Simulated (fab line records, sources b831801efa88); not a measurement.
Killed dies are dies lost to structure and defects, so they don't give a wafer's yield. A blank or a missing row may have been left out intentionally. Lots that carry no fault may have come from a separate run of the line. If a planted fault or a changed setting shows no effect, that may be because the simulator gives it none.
fab line records	flow sky130
record lots=12	wafers=36	last-day=50
route steps=708 shown POLY_GATE@227 LDD_HVP@287 SD_N@354 CONTACT@408 PAD_OPEN@708
lots that met no fault: taken from a fault-free run of the same line
start-h: hours from the record's first day to the start of the lot's first wafer shown	wait-h: hours from the lot's prior step to this one	" the same as in the row above	L1.1+2: a single row standing in for several wafers	- no value, or no start was given	* or withheld: withheld	< > ~ a bound
route shown NAME@n: NAME is a module with steps in the file, n the number in the route of the first one	usual: mean/standard deviation of fault-free wafers	same: alike in all rows	chamber/n: place in a boat	sites: the reading at each site	_std_site: standard deviation across them	_edge_site: outer sites' mean less inner sites'	radius-mm: how far each site lies from the wafer's centre	mask NAME#n: copy n	behind: tool/chamber where the wafer was last shaped	hold: why the lot was held/for how many hours/how that ended	device: transistor that didn't switch, given as n, p or np	end of line: tests run on the same wafers once the route is complete	for a step that has no rows: nothing shown but its recipe	killed: at the first sort, the dies lost to defects and structure; wafer yield is something else	map: shows each die of a wafer: x if killed, . if not, _ if none is there
set.NAME: the setting as run; set.NAME@STEP: as run at that earlier step	model.NAME: the simulator's own value behind a step, which no gauge read
one table for each step of the route and one row for each wafer, over a sample of lots
services: the hour from which a tool's chamber was out of use, counted from the record's first day as start-h (under 0 if before that day), plus the number of hours and why
## steps
# step SKY_POLY_GATE_CD_MEAS_13
# recipe target-cd-nm=150
# usual cd-nm=149.9/1.3
lot.wafer	tool	chamber	start-h	wait-h	cd-nm
L355.2	cd-sem-02	-	362.22	-	149.9
L355.4	"	-	"	"	150.2
L355.5	"	-	"	"	150.9
L356.1	cd-sem-01	-	373.66	-	151.9
L356.3	"	-	"	"	151.6
L356.6	"	-	"	"	150.9
L357.1	cd-sem-02	-	380.59	-	147.1
L357.3	"	-	"	"	147.1
L357.6	"	-	"	"	147.2
L361.1	cd-sem-02	-	435.95	-	151.1
L361.4	"	-	"	"	150.7
L361.5	"	-	"	"	151.0
L362.1	cd-sem-01	-	436.26	-	151.4
L362.2	"	-	"	"	149.9
L362.3	"	-	"	"	150.4
L371.2	cd-sem-01	-	513.41	-	149.1
L371.4	"	-	"	"	150.6
L371.6	"	-	"	"	150.2
L372.3	cd-sem-01	-	518.04	-	149.4
L372.5	"	-	"	"	150.5
L372.6	"	-	"	"	149.2
L374.2	cd-sem-02	-	532.47	-	149.1
L374.3	"	-	"	"	150.0
L374.5	"	-	"	"	150.0
L375.1	cd-sem-01	-	542.40	-	150.1
L375.2	"	-	"	"	149.2
L375.6	"	-	"	"	151.2
L376.1	cd-sem-02	-	544.36	-	149.7
L376.2	"	-	"	"	149.6
L376.3	"	-	"	"	148.4
L377.2	cd-sem-02	-	554.71	-	149.5
L377.3	"	-	"	"	149.4
L377.6	"	-	"	"	148.8
L378.2	cd-sem-02	-	565.57	-	149.2
L378.3	"	-	"	"	149.4
L378.5	"	-	"	"	148.5
# step SKY_LDD_HVP_STRIP_09
# recipe chemistry=O2/N2	power-w=1400	pressure-mtorr=1500	platen-temp-c=withheld	o2-flow-sccm=3000	n2-flow-sccm=300	overash-fraction=0.5
# usual drypump-motor-current-A=5.6/0.46	oes-product-au=0.408/0.0044	strip-time-to-endpoint-s=4.139/0.013
lot.wafer	tool	chamber	start-h	wait-h	drypump-motor-current-A	oes-product-au	rf-hours-counter-h	strip-time-to-endpoint-s
L355.2	plasma-asher-02	1	485.75	0.1	5.5	0.406	5	4.146
L355.4	"	0	"	"	5.2	0.406	-	4.140
L355.5	"	0	"	"	5.2	0.410	-	4.145
L356.1	plasma-asher-02	0	498.94	0.1	5.2	0.407	7	4.133
L356.3	"	1	"	"	5.5	0.404	-	4.129
L356.6	"	1	"	"	5.5	0.401	-	4.145
L357.1	plasma-asher-03	0	507.45	0.1	6.0	0.407	84	4.119
L357.3	"	0	"	"	6.0	0.411	-	4.119
L357.6	"	0	"	"	6.0	0.407	-	4.143
L361.1	plasma-asher-02	0	560.50	0.1	5.2	0.405	13	4.145
L361.4	"	1	"	"	5.4	0.411	-	4.130
L361.5	"	0	"	"	5.2	0.408	-	4.145
L362.1	plasma-asher-04	1	562.28	0.1	5.2	0.404	73	4.132
L362.2	"	0	"	"	6.3	0.414	73	4.156
L362.3	"	0	"	"	6.3	0.407	-	4.147
L371.2	plasma-asher-02	1	634.80	0.1	5.5	0.407	21	4.133
L371.4	"	1	"	"	5.5	0.411	-	4.140
L371.6	"	0	"	"	5.2	0.407	-	4.145
L372.3	plasma-asher-04	1	636.62	0.1	5.2	0.411	-	4.118
L372.5	"	0	"	"	6.3	0.405	-	4.119
L372.6	"	1	"	"	5.2	0.407	-	4.119
L374.2	plasma-asher-04	1	655.30	0.1	5.2	0.405	82	4.145
L374.3	"	1	"	"	5.2	0.408	-	4.146
L374.5	"	1	"	"	5.2	0.411	-	4.128
L375.1	plasma-asher-02	1	659.48	0.1	5.5	0.407	23	4.127
L375.2	"	0	"	"	5.2	0.410	23	4.119
L375.6	"	0	"	"	5.2	0.408	-	4.134
L376.1	plasma-asher-04	1	661.93	0.1	5.2	0.411	82	4.163
L376.2	"	0	"	"	6.3	0.406	82	4.124
L376.3	"	0	"	"	6.3	0.407	-	4.150
L377.2	plasma-asher-03	1	672.03	0.1	6.0	0.405	100	4.163
L377.3	"	1	"	"	6.0	0.406	-	4.132
L377.6	"	1	"	"	6.0	0.407	-	4.141
L378.2	plasma-asher-04	0	682.35	0.1	6.3	0.403	85	4.124
L378.3	"	0	"	"	6.3	0.408	-	4.152
L378.5	"	1	"	"	5.2	0.403	-	4.135
# step SKY_SD_N_TW_MEAS_12
# usual SD_N_TW=4009/22
lot.wafer	tool	chamber	start-h	wait-h	SD_N_TW
L355.2	film-metro-01	-	634.88	0.1	4019
L355.4	"	-	"	"	4028
L355.5	"	-	"	"	4045
L356.1	film-metro-01	-	648.82	0.1	4016
L356.3	"	-	"	"	4013
L356.6	"	-	"	"	4043
L357.1	film-metro-01	-	654.45	0.1	4014
L357.3	"	-	"	"	4021
L357.6	"	-	"	"	3998
L361.1	film-metro-01	-	704.85	0.1	4037
L361.4	"	-	"	"	4002
L361.5	"	-	"	"	4009
L362.1	film-metro-02	-	707.94	0.1	4024
L362.2	"	-	"	"	4005
L362.3	"	-	"	"	3995
L371.2	film-metro-02	-	775.21	0.1	4035
L371.4	"	-	"	"	4002
L371.6	"	-	"	"	4024
L372.3	film-metro-01	-	776.46	0.1	4026
L372.5	"	-	"	"	4014
L372.6	"	-	"	"	4013
L374.2	film-metro-02	-	796.30	0.1	3991
L374.3	"	-	"	"	3997
L374.5	"	-	"	"	4009
L375.1	film-metro-02	-	800.67	0.1	3971
L375.2	"	-	"	"	3999
L375.6	"	-	"	"	4008
L376.1	film-metro-01	-	801.57	0.1	3996
L376.2	"	-	"	"	3993
L376.3	"	-	"	"	3989
L377.2	film-metro-01	-	813.10	0.1	3987
L377.3	"	-	"	"	3975
L377.6	"	-	"	"	3994
L378.2	film-metro-02	-	822.65	0.1	3960
L378.3	"	-	"	"	3989
L378.5	"	-	"	"	3964
# step SKY_CONTACT_HDPCVD_02
# recipe material=SiO2	target-thk-nm=565	sigma-open-frac=0.3	time-s=94.2	temp-c=600	sih4-flow-sccm=60	pressure-mtorr=6
lot.wafer	tool	chamber	start-h	wait-h
L355.2+4+5	hdpcvd-02	0,1,0	695.12	0.0
L356.1+3+6	hdpcvd-01	0,1,0	708.75	0.1
L357.1+3+6	hdpcvd-01	1,2,0	713.03	0.1
L361.1+4+5	hdpcvd-01	2,1,2	763.20	0.1
L362.1+2+3	hdpcvd-01	2,1,0	765.47	0.1
L371.2+4+6	hdpcvd-01	2,2,0	833.76	0.0
L372.3+5+6	hdpcvd-01	1,1,2	835.11	0.0
L374.2+3+5	hdpcvd-02	0,2,0	854.41	0.0
L375.1+2+6	hdpcvd-02	2,1,1	857.50	0.1
L376.1+2+3	hdpcvd-01	0,2,1	858.91	0.1
L377.2+3+6	hdpcvd-01	0,1,2	870.27	0.0
L378.2+3+5	hdpcvd-01	0,1,2	879.69	0.0
# step SKY_CONTACT_THK_MEAS_03
# recipe reads=SiO2_of_CONTACT_HDPCVD_02
# usual CONTACT_HDPCVD_THK=565/5.9
lot.wafer	tool	chamber	start-h	wait-h	hold	CONTACT_HDPCVD_THK[nm]
L355.2	film-metro-02	-	695.20	0.0	-	560
L355.4	"	-	"	"	-	568
L355.5	"	-	"	"	-	569
L356.1	film-metro-03	-	708.82	0.0	-	567
L356.3	"	-	"	"	-	559
L356.6	"	-	"	"	-	566
L357.1	film-metro-02	-	713.10	0.0	-	559
L357.3	"	-	"	"	-	558
L357.6	"	-	"	"	-	553
L361.1	film-metro-03	-	763.27	0.0	await-dispo/0.2h/release	565
L361.4	"	-	"	"	await-dispo/0.2h/release	929
L361.5	"	-	"	"	await-dispo/0.2h/release	565
L361.1	film-metro-03	-	763.50	0.2	-	565
L361.4	"	-	"	"	-	930
L361.5	"	-	"	"	-	565
L362.1	film-metro-03	-	765.54	0.0	await-dispo/0.2h/release	559
L362.2	"	-	"	"	await-dispo/0.2h/release	928
L362.3	"	-	"	"	await-dispo/0.2h/release	561
L362.1	film-metro-03	-	765.77	0.2	-	559
L362.2	"	-	"	"	-	929
L362.3	"	-	"	"	-	561
L371.2	film-metro-03	-	833.84	0.0	-	579
L371.4	"	-	"	"	-	571
L371.6	"	-	"	"	-	571
L372.3	film-metro-02	-	835.20	0.1	-	571
L372.5	"	-	"	"	-	564
L372.6	"	-	"	"	-	568
L374.2	film-metro-02	-	854.49	0.0	-	565
L374.3	"	-	"	"	-	566
L374.5	"	-	"	"	-	559
L375.1	film-metro-02	-	857.57	0.0	-	562
L375.2	"	-	"	"	-	571
L375.6	"	-	"	"	-	567
L376.1	film-metro-03	-	858.98	0.0	-	562
L376.2	"	-	"	"	-	567
L376.3	"	-	"	"	-	564
L377.2	film-metro-02	-	870.35	0.0	-	571
L377.3	"	-	"	"	-	568
L377.6	"	-	"	"	-	565
L378.2	film-metro-04	-	879.77	0.0	-	563
L378.3	"	-	"	"	-	566
L378.5	"	-	"	"	-	564
# step SKY_CONTACT_CMP_04
# recipe material=SiO2	down-force-psi=4	platen-rpm=60	pad-velocity-m-s=0.94248
# usual motor-current-A=12.4/1.3	time-to-endpoint-s=81/3.5
lot.wafer	tool	chamber	start-h	wait-h	hold	motor-current-A	time-to-endpoint-s
L355.4	cmp-01	2	695.25	0.0	-	11.6	78
L355.2	"	3	"	"	-	13.8	76
L355.5	"	3	"	"	-	14.3	79
L356.3	cmp-01	3	709.21	0.4	-	14.5	77
L356.1	"	0	"	"	-	11.5	87
L356.6	"	3	"	"	-	14.4	81
L357.3	cmp-02	0	713.16	0.0	-	14.0	78
L357.1	"	3	"	"	-	12.4	78
L357.6	"	0	"	"	-	13.8	76
L361.4	cmp-01	2	764.75	1.2	await-dispo/0.9h/release	11.5	213
L361.1	"	3	"	"	await-dispo/0.9h/release	13.2	80
L361.5	"	1	"	"	await-dispo/0.9h/release	12.4	82
L362.2	cmp-01	0	769.04	3.3	await-dispo/3.2h/release	11.0	225
L362.1	"	1	"	"	await-dispo/3.2h/release	12.2	85
L362.3	"	2	"	"	await-dispo/3.2h/release	11.1	85
L371.2	cmp-02	0	833.94	0.1	-	14.5	89
L371.4	"	2	"	"	-	13.4	85
L371.6	"	3	"	"	-	12.4	85
L372.3	cmp-02	1	835.29	0.1	-	11.5	83
L372.6	"	0	"	"	-	14.3	79
L372.5	"	1	"	"	-	11.0	77
L374.3	cmp-01	3	854.54	0.0	-	14.7	78
L374.2	"	2	"	"	-	10.7	86
L374.5	"	3	"	"	-	14.3	80
L375.1	cmp-02	3	857.63	0.1	-	11.9	78
L375.2	"	2	"	"	-	11.9	85
L375.6	"	3	"	"	-	12.7	81
L376.1	cmp-01	1	859.09	0.1	-	12.4	83
L376.3	"	2	"	"	-	11.1	87
L376.2	"	3	"	"	-	14.0	79
L377.2	cmp-01	2	870.45	0.1	-	10.6	86
L377.3	"	3	"	"	-	13.8	82
L377.6	"	2	"	"	-	10.8	80
L378.2	cmp-02	1	879.87	0.1	-	11.1	80
L378.3	"	2	"	"	-	12.5	79
L378.5	"	0	"	"	-	13.2	79
# step SKY_PAD_OPEN_PROBE_99
# usual killed_at_M0_to_M3=44/6.4	killed_at_M4_up=3.4/2.1	killed-at-contacts=23/5	killed-at-front-end=15/4.5	killed-at-other=0.3/0.54	killed-dies=86/9.5	killed-on-rim=17/3.9	killed-open=48/6.9	killed-short=38/5.9
# same gross-dies=492	killed-at-back-side=0
lot.wafer	tool	chamber	start-h	wait-h	killed_at_M0_to_M3	killed_at_M4_up	killed-at-contacts	killed-at-front-end	killed-at-other	killed-dies	killed-on-rim	killed-open	killed-short
L371.2	prober-01	-	1166.06	0.1	40	2	23	23	0	88	19	50	36
L371.4	prober-01	-	1166.16	0.2	36	0	22	11	2	71	12	30	39
L371.6	prober-01	-	1166.26	0.2	46	1	21	13	2	83	16	47	35
L374.2	prober-02	-	1178.88	0.1	54	3	17	5	1	80	13	40	40
# killed by level:class
L371.2 CONTACT:geometric-particle:open=11 POLY_GATE:geometric-particle:open=9 VIA1:geometric-particle:open=9 VIA2:geometric-particle:open=7 FIELD_ISO:geometric-particle:short=6 CONTACT:geometric-particle:short=6 VIA3:geometric-particle:open=6 METAL3:geometric-particle:short=5
L371.4 METAL1:geometric-particle:short=7 VIA1:geometric-particle:open=7 CONTACT:geometric-particle:open=6 METAL2:geometric-particle:short=6 LI_CONTACT:geometric-particle:short=5 POLY_GATE:geometric-particle:short=4 LI_CONTACT:geometric-particle:open=4 CONTACT:geometric-particle:short=4
L371.6 VIA1:geometric-particle:open=10 VIA3:geometric-particle:open=10 CONTACT:geometric-particle:short=7 METAL2:geometric-particle:short=6 CONTACT:geometric-particle:open=5 VIA1:geometric-particle:short=5 VIA2:geometric-particle:open=5 FIELD_ISO:geometric-particle:open=4
L374.2 METAL2:geometric-particle:short=12 VIA1:geometric-particle:open=8 VIA3:geometric-particle:open=8 VIA1:geometric-particle:short=6 VIA2:geometric-particle:short=5 CONTACT:geometric-particle:open=5 METAL1:geometric-particle:short=5 LI_CONTACT:geometric-particle:open=4
## services
tool	chamber	start-h	hours	kind
cmp-01	-	487.58	5.4	pm
hdpcvd-01	0	510.48	6.3	repair
cmp-01	-	559.03	1.4	repair
cmp-01	-	572.22	4.0	pm
cmp-01	-	581.75	2.2	repair
cmp-01	-	593.82	3.3	repair
cmp-02	-	615.15	1.0	repair
hdpcvd-01	-	650.75	15.0	pm
hdpcvd-01	2	657.70	11.2	repair
plasma-asher-02	-	661.08	13.5	repair
cmp-01	-	672.44	11.4	pm
cmp-02	-	707.92	2.5	repair
cmp-01	-	731.43	3.2	pm
cmp-01	-	737.75	0.8	repair
cmp-02	-	744.76	4.0	pm
plasma-asher-02	-	753.23	4.1	repair
cmp-02	-	796.94	5.2	pm
cmp-01	-	803.08	0.3	repair
cmp-02	-	804.06	1.7	repair
cmp-01	-	812.12	0.4	repair
plasma-asher-02	-	817.29	14.6	pm
cmp-02	-	846.72	5.8	pm
plasma-asher-04	-	849.05	2.3	repair
cmp-02	-	853.66	3.9	repair
## key
first-sign step=SKY_CONTACT_THK_MEAS_03	reading=visit	direction=added
effect step=SKY_CONTACT_THK_MEAS_03	reading=CONTACT_HDPCVD_THK	direction=up	sigmas=61	usual=565	struck=928
effect step=SKY_CONTACT_CMP_04	reading=time-to-endpoint-s	direction=up	sigmas=39	usual=*	struck=*
met-at SKY_CONTACT_HDPCVD_02
struck-lots L361,L362
struck-wafers L361.4,L362.2
tester-left-out L361,L362
not-acting-at SKY_POLY_GATE_CD_MEAS_13,SKY_LDD_HVP_STRIP_09,SKY_SD_N_TW_MEAS_12
onset-between 713.03 763.20
fault kind=process-parameter-drift	tool=hdpcvd-01	chamber=1	onset-h=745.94	steps=SKY_CONTACT_HDPCVD_02	channel=target-thk-nm	offset=368.68	shape=step	end-h=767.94	acts-in=these-recipes-only	stated=565
# tester-left-out: of these lots the tester's yield and bins aren't shown, on N5 and GAA mostly nor the transistor test; their killed dies are dies lost to structure and defects alone, not to doping, threshold or leakage, so they don't give the yield
